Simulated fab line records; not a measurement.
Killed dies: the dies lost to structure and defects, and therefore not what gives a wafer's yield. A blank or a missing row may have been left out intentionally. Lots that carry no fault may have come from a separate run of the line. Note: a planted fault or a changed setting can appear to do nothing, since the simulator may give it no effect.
fab line records | flow sky130 | part 2 of 2: steps 27 to 36 of 36
record: lots: 5 wafers: 15 last_day: 51
route steps=708 shown VIA3@576 METAL4@598 CAP2M@603
lots with no fault: from the same line, run without faults
start_h: hours from the record's opening day to when the first of the lot's shown wafers began | wait_h: time in hours since the lot's previous step | " unchanged from the row above | L1.1+2: a row that stands for several wafers | - no value present, or no start provided | * or withheld: withheld | < > ~ a bound
route shown NAME@n: names a module that has steps shown in the file, with the first one's number in the route | usual: mean/standard deviation taken from wafers without a fault | same: alike in all rows | chamber/n: place in a boat | sites: the reading at each site | _std_site: standard deviation across them | _edge_site: outer sites' mean less inner sites' | radius_mm: for every site, how far away it sits from the centre of the wafer | mask NAME#n: copy n | behind: tool/chamber where the wafer was last shaped | hold: why the lot was held/for how many hours/how that ended | device: transistor that didn't switch, given as n, p or np | end of line: tests of these same wafers at the route's end | a step without rows: its recipe alone | killed: count of dies lost to structure and defects at first sort (not the wafer's yield) | map: per-die view of a wafer (x killed, . not killed, _ where there is no die)
set.NAME: the run value of the setting; set.NAME@STEP: its run value at that earlier step | model.NAME: the simulator's own value behind a step, which no gauge read
a table for each step, a row for each wafer; lots at some steps of the route
services: when a tool's chamber went out of use (start_h, in hours from the record's first day, below 0 if earlier), for how many hours, and the reason
== steps ==
step: SKY_METAL4_SPUTTER_04
recipe: material: TiN target_thk_nm: 70 power_w: 6500 time_s: 58.3 chamber_pressure_pa: 0.4
usual: cathode_dc_power_W: 6500.1/1.2 throttle_valve_pct: 30.4/1.1
same: time_s: 58.3
columns lot.wafer tool chamber start_h wait_h cathode_dc_power_W throttle_valve_pct
L075.1 pvd_sputter-01 - 954.49 0.0 6497.7 29.5
L075.4 " - " " 6499.1 32.7
L075.5 " - " " 6501.0 29.4
L081.2 pvd_sputter-01 - 991.58 0.0 6501.2 31.0
L081.4 " - " " 6500.4 30.9
L081.5 " - " " 6502.0 32.6
L082.1 pvd_sputter-01 - 993.73 0.0 6498.8 30.9
L082.3 " - " " 6501.8 29.5
L082.6 " - " " 6500.9 29.7
L089.1 pvd_sputter-03 - 1030.54 0.0 6499.5 31.0
L089.4 " - " " 6499.8 29.7
L089.6 " - " " 6498.4 28.8
L097.3 pvd_sputter-03 - 1106.90 0.0 6501.1 31.0
L097.5 " - " " 6499.8 30.0
L097.6 " - " " 6499.9 29.9
step: SKY_CAP2M_CVD_00
recipe: material: SiO2 target_thk_nm: 15.5 temp_c: 400 time_s: withheld rf_w: 450
usual: heater_power_w: 666/77 rf_fwd_power_W: 441.2/2.5 susceptor_temp_C: 399.97/0.21
columns lot.wafer tool chamber start_h wait_h heater_power_w rf_fwd_power_W susceptor_temp_C
L075.1 pecvd-02 0 954.54 0.0 874 436.2 399.83
L075.4 " 0 " " 870 437.5 399.74
L075.5 " 1 " " 755 443.8 400.01
L081.2 pecvd-01 0 991.63 0.0 613 445.5 400.31
L081.4 " 0 " " 636 444.2 400.41
L081.5 " 1 " " 592 438.7 400.10
L082.1 pecvd-02 0 993.78 0.0 740 438.1 399.90
L082.3 " 2 " " 711 440.5 400.06
L082.6 " 2 " " 690 440.0 400.06
L089.1 pecvd-03 1 1030.59 0.0 727 437.3 399.91
L089.4 " 1 " " 729 438.9 399.88
L089.6 " 2 " " 685 445.9 400.07
L097.3 pecvd-01 1 1106.96 0.0 631 438.8 400.01
L097.5 " 2 " " 590 441.1 399.94
L097.6 " 1 " " 642 439.2 400.06
step: SKY_CAP2M_THK_MEAS_01
recipe: reads: SiO2_of_CAP2M_CVD_00
usual: CAP2M_CVD_00_THK: 15.55/0.19
columns lot.wafer tool chamber start_h wait_h CAP2M_CVD_00_THK[nm]
L075.1 film_metro-02 - 954.57 - 15.52
L075.4 " - " " 15.56
L075.5 " - " " 15.67
L081.2 film_metro-03 - 991.66 - 15.33
L081.4 " - " " 15.77
L081.5 " - " " 15.80
L082.1 film_metro-03 - 993.80 - 15.34
L082.3 " - " " 15.29
L082.6 " - " " 15.47
L089.1 film_metro-03 - 1030.61 - 15.29
L089.4 " - " " 15.57
L089.6 " - " " 15.77
L097.3 film_metro-03 - 1107.00 - 15.73
L097.5 " - " " 15.73
L097.6 " - " " 15.55
step: SKY_CAP2M_SPUTTER_02
recipe: material: TiN target_thk_nm: 200 temp_c: 300 power_w: 6500 time_s: 166.7 chamber_pressure_pa: 0.4
usual: cathode_dc_power_W: 6500.1/1.2 susceptor_temp_C: 300.00/0.19 throttle_valve_pct: 30.1/1.2
same: time_s: 166.7
columns lot.wafer tool chamber start_h wait_h cathode_dc_power_W susceptor_temp_C throttle_valve_pct
L075.1 pvd_sputter-02 - 954.63 0.1 6502.6 299.91 31.8
L075.4 " - " " 6501.6 300.21 30.6
L075.5 " - " " 6502.4 299.68 29.0
L081.2 pvd_sputter-01 - 991.71 0.0 6499.3 299.76 29.5
L081.4 " - " " 6500.8 300.28 30.8
L081.5 " - " " 6499.5 300.08 32.7
L082.1 pvd_sputter-02 - 993.86 0.1 6500.7 300.19 30.7
L082.3 " - " " 6499.5 299.86 28.9
L082.6 " - " " 6502.1 299.99 30.3
L089.1 pvd_sputter-02 - 1030.67 0.1 6500.5 299.97 30.2
L089.4 " - " " 6501.2 300.01 28.8
L089.6 " - " " 6498.2 300.01 29.0
L097.3 pvd_sputter-02 - 1107.04 0.0 6501.0 299.64 30.4
L097.5 " - " " 6499.4 300.03 31.5
L097.6 " - " " 6499.4 299.99 28.9
step: SKY_CAP2M_RS_MEAS_03
recipe: thk_meas_gauge: four-point-probe reads: TiN_of_CAP2M_SPUTTER_02
usual: CAP2M_TIN_RS: 6.89/0.072
columns lot.wafer tool chamber start_h wait_h CAP2M_TIN_RS[ohm/sq]
L075.1 film_metro-03 - 954.74 0.1 6.78
L075.4 " - " " 6.74
L075.5 " - " " 6.77
L081.2 film_metro-03 - 991.84 0.1 6.81
L081.4 " - " " 6.85
L081.5 " - " " 6.80
L082.1 film_metro-02 - 993.97 0.1 6.90
L082.3 " - " " 6.89
L082.6 " - " " 6.95
L089.1 film_metro-03 - 1030.78 0.1 6.92
L089.4 " - " " 6.85
L089.6 " - " " 6.86
L097.3 film_metro-04 - 1107.19 0.1 6.87
L097.5 " - " " 6.85
L097.6 " - " " 6.92
step: SKY_CAP2M_THK_MEAS_04
recipe: thk_meas_gauge: xrf reads: TiN_of_CAP2M_SPUTTER_02
usual: CAP2M_TIN_THK: 202.1/2.3
columns lot.wafer tool chamber start_h wait_h CAP2M_TIN_THK[nm]
L075.1 film_metro-03 - 954.86 0.1 205.6
L075.4 " - " " 206.9
L075.5 " - " " 205.3
L081.2 film_metro-03 - 991.95 0.1 205.8
L081.4 " - " " 204.7
L081.5 " - " " 206.2
L082.1 film_metro-02 - 994.09 0.1 200.8
L082.3 " - " " 201.1
L082.6 " - " " 200.0
L089.1 film_metro-03 - 1030.90 0.1 201.7
L089.4 " - " " 204.5
L089.6 " - " " 205.0
L097.3 film_metro-04 - 1107.29 0.1 201.2
L097.5 " - " " 202.8
L097.6 " - " " 201.1
step: SKY_CAP2M_DEHYDRATE_05
recipe: temp_c: 200 time_s: 60
same: time_s: 60
columns lot.wafer tool chamber start_h wait_h
L075.1+4+5 litho_track-01 0 965.71 10.8
L081.2+4+5 litho_track-02 0 1001.25 9.3
L082.1+3+6 litho_track-01 0 1004.66 10.6
L089.1+4+6 litho_track-03 0 1041.26 10.4
L097.3+5+6 litho_track-02 0 1115.12 7.8
step: SKY_CAP2M_HMDS_06
recipe: prime_time_s: 60 prime_temp_c: 120
usual: prime_temp_c: 119.96/0.15
columns lot.wafer tool chamber start_h wait_h prime_temp_c
L075.1 litho_track-01 0 965.86 0.1 120.17
L075.4 " 0 " " 120.11
L075.5 " 0 " " 119.95
L081.2 litho_track-02 0 1001.40 0.1 119.86
L081.4 " 0 " " 120.00
L081.5 " 0 " " 119.95
L082.1 litho_track-01 0 1004.81 0.1 119.96
L082.3 " 0 " " 119.96
L082.6 " 0 " " 120.17
L089.1 litho_track-03 0 1041.41 0.1 120.03
L089.4 " 0 " " 119.99
L089.6 " 0 " " 119.95
L097.3 litho_track-02 0 1115.27 0.1 119.69
L097.5 " 0 " " 119.65
L097.6 " 0 " " 119.90
step: SKY_CAP2M_COAT_07
recipe: resist: NOVOLAK spin_rpm: 3000 resist_thk_nm: 1140
columns lot.wafer tool chamber start_h wait_h
L075.1+4+5 litho_track-01 0 966.01 0.1
L081.2+4+5 litho_track-02 0 1001.55 0.1
L082.1+3+6 litho_track-01 0 1004.96 0.1
L089.1+4+6 litho_track-03 0 1041.56 0.1
L097.3+5+6 litho_track-02 0 1115.42 0.1
step: SKY_CAP2M_SOFTBAKE_08
recipe: temp_c: 90 time_s: 60 resist: NOVOLAK
same: time_s: 60
columns lot.wafer tool chamber start_h wait_h
L075.1+4+5 litho_track-01 0 966.16 0.1
L081.2+4+5 litho_track-02 0 1001.70 0.1
L082.1+3+6 litho_track-01 0 1005.11 0.1
L089.1+4+6 litho_track-03 0 1041.71 0.1
L097.3+5+6 litho_track-02 0 1115.57 0.1
== services ==
columns tool chamber start_h hours kind
cmp-02 - 916.51 7.4 repair
krf_scanner-02 - 919.92 0.6 repair
cmp-02 - 923.87 5.9 pm
pvd_sputter-02 - 939.26 2.4 repair
krf_scanner-02 - 940.29 5.5 repair
cmp-02 - 944.50 1.1 repair
krf_scanner-02 - 946.92 1.3 pm
krf_scanner-02 - 953.15 2.6 repair
cmp-02 - 969.03 0.2 repair
wet_bench-04 - 976.62 1.4 repair
pvd_sputter-03 - 994.98 2.5 repair
pvd_sputter-04 - 996.36 1.7 repair
rie_diel-02 2 997.15 39.1 repair
rie_diel-02 3 999.02 12.0 repair
rie_diel-03 0 999.60 4.5 repair
wet_bench-02 - 1009.95 3.9 repair
rie_diel-03 - 1015.22 0.9 repair
cmp-02 - 1018.90 0.6 repair
rie_diel-02 - 1019.65 1.0 repair
cvd_w-01 0 1023.41 7.8 repair
krf_scanner-02 - 1027.03 4.0 pm
rie_diel-02 - 1043.35 2.1 repair
pvd_sputter-02 - 1086.25 9.4 repair
pvd_sputter-03 - 1093.89 1.9 repair
